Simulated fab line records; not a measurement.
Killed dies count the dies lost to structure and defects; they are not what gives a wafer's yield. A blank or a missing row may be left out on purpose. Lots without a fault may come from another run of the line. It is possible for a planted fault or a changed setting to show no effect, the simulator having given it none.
What tool caused it?    flow sky130    18 wafers sampled from 6 lots at 1 step of a route of 708

== WHAT EACH GAUGE READ, for each wafer ==
SKY_NWELL_OVL_MEAS_23.
lot   measured      on          NWELL_01_OVL (nm)
L763  day 5 21:29   overlay-02  2.3 2.6 -1.6
L770  day 7 11:35   overlay-02  -2.4 -0.5 0.2
L772  day 8 01:23   overlay-02  0.7 -0.2 1.9
L778  day 10 04:27  overlay-02  0.6 0.6 0.6
L781  day 10 11:21  overlay-02  -0.3 -0.8 1.1
L784  day 11 04:59  overlay-02  -2.1 -2.3 0.9

== EACH LOT AND THE TOOL THAT RAN IT (in order: tool; ch and the chambers of the sampled wafers; start) ==
There is no process step in the record ahead of these readings.

== THE ANSWER, worked out from the rows above alone ==
Rule: usual is defined by the lots themselves. The widest of any qualifying gaps counts: lots, ordered by their means at a reading, are off when they make up no more than a third of the lots, leave a main group of 4 or more, and stand apart from it by 3 or more times the standard deviation of that group's means. A main group whose means are all the same, to the digits that the tables above print for the reading, isn't used. A lot without any number at a reading at which 4 lots or more have one is off too. Where the step has rows for the other lots, those lots are counted as sound.
None of the lots is off at any reading shown; this tells nothing.

== WHAT THE SIMULATOR HAD INSERTED ==
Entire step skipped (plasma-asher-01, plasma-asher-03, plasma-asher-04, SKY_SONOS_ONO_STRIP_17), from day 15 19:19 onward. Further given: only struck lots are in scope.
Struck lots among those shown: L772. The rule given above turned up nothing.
